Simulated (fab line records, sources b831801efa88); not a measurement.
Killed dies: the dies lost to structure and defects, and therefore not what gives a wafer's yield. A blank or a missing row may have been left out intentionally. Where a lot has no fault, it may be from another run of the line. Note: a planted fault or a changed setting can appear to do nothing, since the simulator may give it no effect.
Which of the tools did it?    flow sky130    13 lots, 39 wafers sampled, at 4 steps of a route of 708

WHAT EACH GAUGE READ, for each wafer
SKY_LDD_P_TW_MEAS_11. Usual: for LDD_P_TW the level is 637 and the standard deviation is 3.5.
lot   measured      on             LDD_P_TW     flag
L253  day 19 12:23  film-metro-03  639 634 634  
L254  day 19 19:45  film-metro-01  634 636 634  
L256  day 20 11:08  film-metro-01  634 635 636  
L257  day 21 02:36  film-metro-04  639 639 641  
L258  day 21 10:32  film-metro-04  639 633 642  
L259  day 21 20:21  film-metro-04  642 642 639  
L261  day 23 12:06  film-metro-04  638 639 645  
L262  day 23 16:42  film-metro-03  636 635 635  
L264  day 24 05:34  film-metro-01  634 634 637  
L266  day 24 09:55  film-metro-04  642 639 636  
L274  day 27 03:47  film-metro-01  637 637 635  
L275  day 27 08:25  film-metro-04  643 641 642  
L276  day 27 17:11  film-metro-04  639 643 645  

SKY_LI_CONTACT_CD_MEAS_12: target cd 170 nm. Usual: cd-nm at 169.7 nm, with a standard deviation of 1.5.
lot   measured      on         cd-nm (nm)         flag
L253  day 29 19:45  cd-sem-02  167.3 167.6 168.4  
L254  day 30 03:33  cd-sem-01  170.5 168.7 169.4  
L256  day 30 17:05  cd-sem-02  168.3 169.0 168.9  
L257  day 31 06:31  cd-sem-01  169.0 170.0 170.5  
L258  day 31 11:40  cd-sem-02  169.1 170.8 171.6  
L259  day 31 18:56  cd-sem-01  166.9 168.2 165.6  
L261  day 33 08:32  cd-sem-02  171.3 169.4 170.8  
L262  day 33 10:55  cd-sem-01  169.3 171.0 170.6  
L264  day 33 22:14  cd-sem-02  169.4 170.3 171.5  
L266  day 34 01:02  cd-sem-01  167.5 169.0 168.0  
L274  day 36 11:40  cd-sem-01  168.7 169.1 169.3  
L275  day 36 15:16  cd-sem-02  171.9 169.5 169.9  
L276  day 36 23:18  cd-sem-02  169.6 168.2 170.0  

TOOL THAT RAN EACH LOT (tool first, then ch and the chambers of the sampled wafers, then the start)
lot   SKY_VT_ADJUST_PCH_IMPLANT_08     SKY_LDD_P_STRIP_10
L253  implanter-04 ch 0, day 10 14:05  plasma-asher-04 ch 0,1, day 19 12:17
L254  implanter-03 ch 0, day 10 20:28  plasma-asher-03 ch 0,1, day 19 19:39
L256  implanter-02 ch 0, day 11 11:59  plasma-asher-04 ch 0,1, day 20 11:02
L257  implanter-03 ch 0, day 11 22:46  plasma-asher-01 ch 0,1, day 21 02:30
L258  implanter-03 ch 0, day 12 06:04  plasma-asher-04 ch 0,1, day 21 10:26
L259  implanter-03 ch 0, day 12 10:26  plasma-asher-03 ch 0,1, day 21 20:16
L261  implanter-02 ch 0, day 13 23:32  plasma-asher-01 ch 0,1, day 23 12:00
L262  implanter-03 ch 0, day 14 01:26  plasma-asher-01 ch 0,1, day 23 16:36
L264  implanter-03 ch 0, day 14 10:38  plasma-asher-04 ch 0,1, day 24 05:28
L266  implanter-04 ch 0, day 14 16:53  plasma-asher-03 ch 0,1, day 24 09:49
L274  implanter-03 ch 0, day 17 14:11  plasma-asher-01 ch 0,1, day 27 03:41
L275  implanter-04 ch 0, day 17 16:07  plasma-asher-01 ch 1, day 27 08:18
L276  implanter-04 ch 0, day 18 02:23  plasma-asher-04 ch 0, day 27 17:05
- SKY_VT_ADJUST_PCH_IMPLANT_08
- SKY_LDD_P_STRIP_10: strips in O2/N2.

AS READ BY THE TOOLS THEMSELVES (means over the sampled wafers that have a number; for cases with no such wafer, the mark the record gives instead)
SKY_VT_ADJUST_PCH_IMPLANT_08. Usual: dose-ions-cm2 at 5e+11, with a standard deviation of 4.6e+08.
lot   tool          dose-ions-cm2  flag
L253  implanter-04  5e+11          
L254  implanter-03  5e+11          
L256  implanter-02  5e+11          
L257  implanter-03  5e+11          
L258  implanter-03  5e+11          
L259  implanter-03  5e+11          
L261  implanter-02  5e+11          
L262  implanter-03  5e+11          
L264  implanter-03  5e+11          
L266  implanter-04  5e+11          
L274  implanter-03  5e+11          
L275  implanter-04  5e+11          
L276  implanter-04  5e+11          

SKY_LDD_P_STRIP_10. Usual: drypump-motor-current-A 6.1 A, standard deviation 0.32; oes-product-au 0.716 a.u., standard deviation 0.0041; strip-time-to-endpoint-s 14.19 s, standard deviation 0.035.
lot   tool             drypump-motor-current-A (A)  oes-product-au (a.u.)  strip-time-to-endpoint-s (s)  flag
L253  plasma-asher-04  6.3                          0.714                  14.19                         
L254  plasma-asher-03  5.9                          0.715                  14.18                         
L256  plasma-asher-04  6.3                          0.719                  14.19                         
L257  plasma-asher-01  6.0                          0.715                  14.17                         
L258  plasma-asher-04  6.2                          0.720                  14.19                         
L259  plasma-asher-03  5.9                          0.714                  14.17                         
L261  plasma-asher-01  6.0                          0.714                  14.21                         
L262  plasma-asher-01  6.2                          0.713                  14.19                         
L264  plasma-asher-04  6.2                          0.711                  14.18                         
L266  plasma-asher-03  6.0                          0.719                  14.23                         
L274  plasma-asher-01  6.2                          0.720                  14.19                         
L275  plasma-asher-01  5.7                          0.719                  14.17                         
L276  plasma-asher-04  6.5                          0.717                  14.27                         

THE ANSWER, worked out from the rows above alone
Rule: take the mean of a lot's wafers that have a number; if it is more than 3 standard deviations from the usual mean, the lot is off. A lot without any number at a reading at which 4 lots or more have one is off too. The other lots that the step has rows for count as sound. Order of review: gauges by route order, followed by the tools' own readings, for which a lot's mean as printed above is used. At the first step where some lot is off, the reading lying furthest off is the one used; lots without a number count as furthest.
None of the lots is off at any reading shown; this tells nothing.

WHAT THE SIMULATOR HAD PUT IN
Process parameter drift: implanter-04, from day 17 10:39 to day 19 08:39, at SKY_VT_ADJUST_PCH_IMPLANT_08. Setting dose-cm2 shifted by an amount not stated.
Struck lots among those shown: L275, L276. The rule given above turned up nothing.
